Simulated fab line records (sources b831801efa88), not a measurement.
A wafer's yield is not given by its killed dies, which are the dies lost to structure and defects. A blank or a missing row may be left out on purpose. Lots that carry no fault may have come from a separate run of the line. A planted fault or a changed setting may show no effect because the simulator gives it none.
What tool caused it?    flow sky130    12 lots, 36 wafers sampled, at 5 steps of a route of 708

WHAT THE GAUGES SHOWED, per wafer
SKY_FIELD_ISO_THK_MEAS_02.
lot   measured     on             FIELD_ISO_OXIDATION_00_THK (nm)
L864  day 1 11:58  film-metro-01  12.18 11.73 11.87
L867  day 2 04:26  film-metro-02  12.16 12.26 12.12
L868  day 2 13:46  film-metro-04  18.91 19.00 19.21
L869  day 2 16:37  film-metro-01  19.06 19.43 19.39
L870  day 2 17:38  film-metro-01  12.26 12.48 12.46
L871  day 3 02:30  film-metro-04  19.42 19.57 19.52
L872  day 3 05:09  film-metro-02  12.08 12.04 11.90
L877  day 4 09:16  film-metro-02  12.08 12.11 12.10
L880  day 4 20:47  film-metro-01  11.60 11.74 11.79
L882  day 5 05:38  film-metro-04  11.86 12.02 11.82
L885  day 5 20:38  film-metro-01  12.24 12.26 12.28
L886  day 6 01:40  film-metro-01  12.10 12.28 12.20

SKY_NWELL_THK_MEAS_02.
lot   measured     on             NWELL_OXIDATION_THK (nm)
L864  day 2 15:06  film-metro-01  10.11 10.17 10.10
L867  day 3 08:05  film-metro-03  10.06 10.12 10.09
L868  day 3 11:53  film-metro-02  10.09 10.12 9.84
L869  day 3 15:18  film-metro-03  9.97 10.03 10.06
L870  day 3 20:56  film-metro-01  9.81 9.96 9.93
L871  day 4 05:08  film-metro-01  10.08 10.17 10.35
L872  day 4 17:46  film-metro-01  10.31 10.32 10.17
L877  day 5 12:37  film-metro-02  9.55 9.57 9.77
L880  day 6 02:33  film-metro-03  10.07 9.99 10.06
L882  day 6 14:52  film-metro-01  9.84 9.83 10.08
L885  day 7 04:30  film-metro-01  10.04 9.81 9.97
L886  day 7 09:38  film-metro-03  10.02 10.07 10.20

SKY_NWELL_OVL_MEAS_23.
lot   measured      on          NWELL_01_OVL (nm)
L864  day 5 10:56   overlay-02  -0.4 -2.2 -0.9
L867  day 6 06:48   overlay-02  1.0 -0.8 -0.2
L868  day 6 11:09   overlay-02  0.8 -0.6 0.6
L869  day 6 15:02   overlay-01  0.5 0.5 0.6
L870  day 6 20:57   overlay-01  -0.4 -0.8 0.7
L871  day 7 08:23   overlay-01  0.6 -1.5 2.1
L872  day 7 22:00   overlay-01  2.4 2.9 3.8
L877  day 8 18:54   overlay-02  1.2 0.0 0.0
L880  day 9 12:17   overlay-02  1.7 4.7 3.8
L882  day 10 02:36  overlay-02  -0.6 2.3 0.4
L885  day 10 18:24  overlay-01  -0.6 0.2 -0.2
L886  day 11 01:13  overlay-02  0.5 1.7 -0.1

TOOL THAT RAN EACH LOT (tool first, then ch and the chambers of the sampled wafers, then the start)
lot   SKY_FIELD_ISO_OXIDATION_01                                     SKY_FIELD_ISO_STRIP_16
L864  furnace-01 ch 0, day 1 10:26                                   plasma-asher-02 ch 0,1, day 2 05:29
L867  furnace-01 ch 0, day 2 02:55                                   plasma-asher-04 ch 0,1, day 2 22:13
L868  furnace-02 ch 0, day 2 09:07                                   plasma-asher-01 ch 0,1, day 3 04:52
L869  furnace-02 ch 0, day 2 12:07 and furnace-01 ch 0, day 2 15:05  plasma-asher-02 ch 0,1, day 3 08:17
L870  furnace-02 ch 0, day 2 16:07                                   plasma-asher-02 ch 1, day 3 12:47
L871  furnace-01 ch 0, day 2 22:04                                   plasma-asher-04 ch 0,1, day 3 18:50
L872  furnace-01 ch 0, day 3 03:38                                   plasma-asher-02 ch 0,1, day 3 23:32
L877  furnace-02 ch 0, day 4 07:44                                   plasma-asher-04 ch 0,1, day 5 05:05
L880  furnace-02 ch 0, day 4 19:16                                   plasma-asher-04 ch 0,1, day 5 19:02
L882  furnace-01 ch 0, day 5 04:07                                   plasma-asher-02 ch 0,1, day 6 04:53
L885  furnace-02 ch 0, day 5 19:07                                   plasma-asher-01 ch 0,1, day 6 17:35
L886  furnace-02 ch 0, day 6 00:07                                   plasma-asher-01 ch 0,1, day 6 23:36
- SKY_FIELD_ISO_OXIDATION_01: stabilise 600 s, purge 300 s, target thk 12 nm.
- SKY_FIELD_ISO_STRIP_16: strips in O2/N2.

WHAT THE TOOLS THEMSELVES READ (means of the sampled wafers that have a number; where no wafer has one, the mark that the record gives instead)
SKY_FIELD_ISO_OXIDATION_01.
lot   tool                   ox-temp-c-max  zone-power-bottom-pct (%)  zone-power-top-pct (%)
L864  furnace-01             903.9          23.2                       35.9
L867  furnace-01             904.2          23.1                       35.9
L868  furnace-02             902.9          26.8                       33.1
L869  furnace-02/furnace-01  904.2          25.0                       34.6
L870  furnace-02             903.1          26.9                       33.3
L871  furnace-01             905.5          23.4                       36.0
L872  furnace-01             904.8          23.3                       36.0
L877  furnace-02             903.1          26.6                       33.4
L880  furnace-02             903.0          26.8                       33.1
L882  furnace-01             904.4          23.2                       36.4
L885  furnace-02             902.8          26.9                       33.2
L886  furnace-02             902.6          26.7                       33.2

SKY_FIELD_ISO_STRIP_16.
lot   tool             drypump-motor-current-A (A)  oes-product-au (a.u.)  strip-time-to-endpoint-s (s)
L864  plasma-asher-02  5.4                          0.373                  3.52
L867  plasma-asher-04  5.7                          0.382                  3.56
L868  plasma-asher-01  5.7                          0.377                  3.53
L869  plasma-asher-02  5.5                          0.380                  3.58
L870  plasma-asher-02  6.2                          0.376                  3.56
L871  plasma-asher-04  5.7                          0.378                  3.53
L872  plasma-asher-02  5.8                          0.375                  3.55
L877  plasma-asher-04  5.3                          0.375                  3.52
L880  plasma-asher-04  5.3                          0.383                  3.56
L882  plasma-asher-02  5.8                          0.384                  3.58
L885  plasma-asher-01  5.8                          0.377                  3.52
L886  plasma-asher-01  5.8                          0.377                  3.53

THE ANSWER, worked out from the rows above alone
Rule: what is usual is taken from the lots themselves. Put in order of their means at a reading, lots are off if they are a third of the lots or fewer, leave a main group of 4 or more, and stand apart from it by a gap of 3 or more times the standard deviation of the main group's means; of several such gaps the widest counts. If all means in a main group match to the digits the tables above print for the reading, that group is not used. Also off: a lot with no number at a reading for which 4 or more lots have one. Where the step has rows for the other lots, those lots are counted as sound. Order of review: gauges by route order, followed by the tools' own readings, for which a lot's mean as printed above is used. The first step at which some lot is off is used, and at that step the reading that is off furthest; a lot without a number counts as furthest.
Off: L868, L869, L871, seen at SKY_FIELD_ISO_THK_MEAS_02 (FIELD_ISO_OXIDATION_00_THK). Main group: mean 12.07 nm, sd 0.2.
If a tool, at a process step before that reading, ran all the lots that are off and no sound lot after the first of them, it fits. Those tools and the gauges at SKY_FIELD_ISO_THK_MEAS_02 are tried in the same way. No candidate that was tried fits.

WHAT THE SIMULATOR PUT IN
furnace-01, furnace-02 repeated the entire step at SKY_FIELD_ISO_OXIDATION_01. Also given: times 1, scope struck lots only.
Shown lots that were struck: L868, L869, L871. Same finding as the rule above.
